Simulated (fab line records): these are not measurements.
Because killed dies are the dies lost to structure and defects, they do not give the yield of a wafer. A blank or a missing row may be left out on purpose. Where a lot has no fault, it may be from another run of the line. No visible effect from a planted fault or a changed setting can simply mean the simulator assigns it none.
fab line records    flow sfq_line
record: lots: 14  wafers: 41  last_day: 83
route steps=325 shown M0@29
lots that met no fault: taken from a fault-free run of the same line
start_h: hours from the record's opening day to when the first of the lot's shown wafers began    wait_h: hours from the lot's prior step to this one    " as in the row above    L1.1+2: one row covering several wafers at once    - no value, or no start was given    * or withheld: withheld    < > ~ a bound
route shown NAME@n: a module of which the file shows steps, and the number in the route of the first    usual: average and standard deviation across the fault-free wafers    same: alike in all rows    chamber/n: place in a boat    sites: the reading at each site    _std_site: their standard deviation    _edge_site: mean of outer sites minus mean of inner sites    radius_mm: for every site, how far away it sits from the centre of the wafer    mask NAME#n: copy n    behind: the most recent tool/chamber to have shaped the wafer    hold: why the lot went on hold/how many hours it stayed there/how the hold came to an end    device: the transistor (n, p or np) that didn't switch    end of line: the same wafers' tests at the end of the route    step lacking rows: just its recipe    killed: dies lost to structure and defects at the first sort, not the wafer's yield    map: a wafer's dies, x killed, . not, _ none there
set.NAME: the setting as run; set.NAME@STEP: as run at that earlier step    model.NAME: the simulator's own value behind a step, which no gauge read
route steps across a sampled set of lots; one table per step, one row per wafer
services: the hour from which a tool's chamber was out of use, counted from the record's first day as start_h (under 0 if before that day), plus the number of hours and why
== steps ==
step: SFQ_TRILAYER_M0_DEP_SPUTTER_019
recipe: material: Nb  base_pressure_pa: 1.33e-06  chamber_pressure_pa: 0.1333  substrate_temp_c: 20  resputter_cathode_voltage_v: 400  target_thk_nm: 200  power_w: 2000  time_s: 133.3
usual: throttle_valve_pct: 29.9/1
lot.wafer  tool            chamber  start_h  wait_h  throttle_valve_pct
L703.2     pvd_sputter-06  -        159.18   0.0     29.6
L703.5     "               -        "        "       29.4
L703.6     "               -        "        "       29.1
L704.2     pvd_sputter-06  -        167.71   0.0     28.9
L704.5     "               -        "        "       29.1
L704.6     "               -        "        "       29.9
L705.1     pvd_sputter-05  -        172.51   0.0     31.3
L705.4     "               -        "        "       28.0
L705.5     "               -        "        "       28.0
L706.1     pvd_sputter-05  -        176.89   0.0     28.4
L706.2     "               -        "        "       29.9
L706.3     "               -        "        "       31.3
L707.1     pvd_sputter-03  -        181.66   0.0     30.5
L707.4     "               -        "        "       28.9
L707.6     "               -        "        "       31.4
L710.1     pvd_sputter-05  -        193.66   0.0     29.9
L710.5     "               -        "        "       31.3
L710.6     "               -        "        "       30.3
L711.1     pvd_sputter-06  -        199.67   0.0     29.4
L711.4     "               -        "        "       30.2
L711.6     "               -        "        "       29.5
L712.4     pvd_sputter-06  -        206.86   0.0     29.1
L712.5     "               -        "        "       29.6
L712.6     "               -        "        "       29.0
L713.1     pvd_sputter-06  -        212.86   0.0     30.1
L713.3     "               -        "        "       29.2
L713.5     "               -        "        "       29.0
L714.2     pvd_sputter-06  -        216.46   0.0     29.3
L714.3     "               -        "        "       29.3
L714.6     "               -        "        "       29.3
L715.2     pvd_sputter-06  -        226.03   0.0     29.3
L715.3     "               -        "        "       29.0
L724.3     pvd_sputter-05  -        290.43   0.0     31.6
L724.4     "               -        "        "       31.3
L724.5     "               -        "        "       31.6
L725.1     pvd_sputter-03  -        291.61   0.0     29.3
L725.2     "               -        "        "       30.2
L725.6     "               -        "        "       32.0
L726.4     pvd_sputter-05  -        293.41   0.0     28.0
L726.5     "               -        "        "       28.2
L726.6     "               -        "        "       31.6
step: SFQ_M0_RS_MEAS_904
recipe: thk_meas_gauge: four-point-probe  reads: Nb_of_TRILAYER_M0_DEP_SPUTTER_019
usual: M0_NB_RS: 0.894/0.009
lot.wafer  tool           chamber  start_h  wait_h  M0_NB_RS[ohm/sq]
L703.2     film_metro-03  -        159.29   0.1     0.909
L703.5     "              -        "        "       0.905
L703.6     "              -        "        "       0.904
L704.2     film_metro-03  -        167.82   0.1     0.890
L704.5     "              -        "        "       0.893
L704.6     "              -        "        "       0.890
L705.1     film_metro-03  -        172.60   0.0     0.892
L705.4     "              -        "        "       0.890
L705.5     "              -        "        "       0.888
L706.1     film_metro-03  -        176.99   0.0     0.902
L706.2     "              -        "        "       0.909
L706.3     "              -        "        "       0.902
L707.1     film_metro-03  -        181.75   0.0     0.899
L707.4     "              -        "        "       0.900
L707.6     "              -        "        "       0.901
L710.1     film_metro-03  -        193.75   0.0     0.904
L710.5     "              -        "        "       0.898
L710.6     "              -        "        "       0.897
L711.1     film_metro-01  -        199.76   0.0     0.913
L711.4     "              -        "        "       0.909
L711.6     "              -        "        "       0.917
L712.4     film_metro-02  -        207.01   0.1     0.902
L712.5     "              -        "        "       0.899
L712.6     "              -        "        "       0.888
L713.1     film_metro-03  -        212.95   0.0     0.894
L713.3     "              -        "        "       0.906
L713.5     "              -        "        "       0.898
L714.2     film_metro-03  -        216.57   0.1     2.091
L714.3     "              -        "        "       2.173
L714.6     "              -        "        "       0.904
L715.2     film_metro-01  -        226.14   0.1     2.186
L715.3     "              -        "        "       2.151
L724.3     film_metro-03  -        290.56   0.1     0.890
L724.4     "              -        "        "       0.887
L724.5     "              -        "        "       0.886
L725.1     film_metro-03  -        291.72   0.1     0.893
L725.2     "              -        "        "       0.894
L725.6     "              -        "        "       0.892
L726.4     film_metro-02  -        293.56   0.1     0.899
L726.5     "              -        "        "       0.891
L726.6     "              -        "        "       0.891
step: SFQ_TRILAYER_M0_ETCH_METAL_ETCH_024
recipe: target: Nb  stop_on: SiO2  mask_material: PR  chemistry: Cl2/Ar  target_depth_nm: 240  icp_w: 600  bias_w: 80  pressure_mtorr: 10  time_s: 120
usual: drypump_motor_current_A: 5.6/0.41  oes_product_au: 0.892/0.0069
same: time_s: 120
lot.wafer  tool          chamber  start_h  wait_h  drypump_motor_current_A  oes_product_au  rf_hours_counter_h
L703.2     rie_metal-04  0        179.75   0.0     6.2                      0.889           171
L703.5     "             0        "        "       6.2                      0.884           -
L703.6     "             1        "        "       5.3                      0.883           -
L704.2     rie_metal-01  0        183.35   0.0     5.3                      0.895           41
L704.5     "             1        "        "       5.7                      0.890           -
L704.6     "             0        "        "       5.3                      0.896           -
L705.1     rie_metal-03  0        185.75   0.0     6.0                      0.891           5
L705.4     "             0        "        "       6.0                      0.899           -
L705.5     "             0        "        "       5.9                      0.898           -
L706.1     rie_metal-03  1        188.33   0.0     5.0                      0.894           95
L706.2     "             0        "        "       5.9                      0.890           5
L706.3     "             1        "        "       5.0                      0.884           -
L707.1     rie_metal-01  1        194.15   0.0     5.7                      0.890           20
L707.4     "             0        "        "       5.3                      0.885           -
L707.6     "             1        "        "       5.7                      0.890           -
L710.1     rie_metal-04  1        203.89   0.0     5.3                      0.892           173
L710.5     "             0        "        "       6.2                      0.892           -
L710.6     "             1        "        "       5.3                      0.898           -
L711.1     rie_metal-03  1        211.05   0.0     5.0                      0.891           102
L711.4     "             0        "        "       6.0                      0.889           -
L711.6     "             0        "        "       5.9                      0.879           -
L712.4     rie_metal-03  0        214.70   0.1     5.9                      0.885           -
L712.5     "             1        "        "       5.0                      0.885           -
L712.6     "             0        "        "       6.0                      0.899           -
L713.1     rie_metal-01  0        215.85   0.0     5.3                      0.890           48
L713.3     "             1        "        "       5.6                      0.885           -
L713.5     "             1        "        "       5.6                      0.890           -
L714.2     rie_metal-01  0        219.82   0.0     5.3                      0.607           49
L714.3     "             0        "        "       5.3                      0.590           -
L714.6     "             0        "        "       5.3                      0.890           -
L715.2     rie_metal-04  1        232.21   0.0     5.3                      0.593           180
L715.3     "             1        "        "       5.3                      0.596           -
L724.3     rie_metal-03  1        392.30   0.1     5.0                      0.892           -
L724.4     "             0        "        "       5.9                      0.892           -
L724.5     "             0        "        "       5.9                      0.899           -
L725.1     rie_metal-03  1        394.66   0.0     5.0                      0.888           127
L725.2     "             0        "        "       6.0                      0.892           37
L725.6     "             1        "        "       5.0                      0.901           -
L726.4     rie_metal-04  1        398.30   0.1     5.3                      0.888           -
L726.5     "             1        "        "       5.3                      0.903           -
L726.6     "             0        "        "       6.2                      0.895           -
== services ==
tool            chamber  start_h  hours  kind
rie_metal-04    1        139.16   17.7   repair
rie_metal-03    0        147.71   -      clean
rie_metal-03    0        147.71   14.8   scheduled_down
rie_metal-03    0        147.71   14.8   vent_cycle
pvd_sputter-05  -        179.60   13.4   repair
pvd_sputter-06  1        183.99   -      consumable_replace:kit
pvd_sputter-06  1        183.99   18.0   scheduled_down
pvd_sputter-06  1        183.99   18.0   vent_cycle
rie_metal-04    0        185.20   5.8    repair
pvd_sputter-05  -        196.43   0.6    repair
rie_metal-01    -        201.08   2.8    pm
pvd_sputter-06  -        234.49   1.2    repair
rie_metal-03    -        239.28   28.1   pm
rie_metal-04    1        258.26   -      clean
rie_metal-04    1        258.26   16.6   scheduled_down
rie_metal-04    1        258.26   16.6   vent_cycle
pvd_sputter-03  -        262.85   0.6    repair
pvd_sputter-05  2        267.68   -      consumable_replace:kit
pvd_sputter-05  2        267.68   18.0   scheduled_down
pvd_sputter-05  2        267.68   18.0   vent_cycle
pvd_sputter-03  -        271.00   0.9    repair
pvd_sputter-03  -        319.82   3.9    repair
pvd_sputter-03  -        320.18   6.4    repair
rie_metal-01    1        335.83   6.1    repair
== key ==
first_sign: step: SFQ_M0_RS_MEAS_904  reading: M0_NB_RS  direction: up  sigmas: 99+  usual: 0.894  struck: 2.150
effect: step: SFQ_TRILAYER_M0_ETCH_METAL_ETCH_024  reading: oes_product_au  direction: down  sigmas: 43  usual: 0.892  struck: 0.597
met_at SFQ_TRILAYER_M0_DEP_SPUTTER_019
struck_lots L714,L715
struck_wafers L714.2,L714.3,L715.2,L715.3
onset_between 212.86 216.46
fault: kind: process_parameter_drift  tool: pvd_sputter-06  chamber: -  onset_h: 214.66  steps: SFQ_TRILAYER_M0_DEP_SPUTTER_019  channel: time_s  offset: *  shape: step  end_h: 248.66  scope: struck_wafers_only  acts_in: *  stated: *
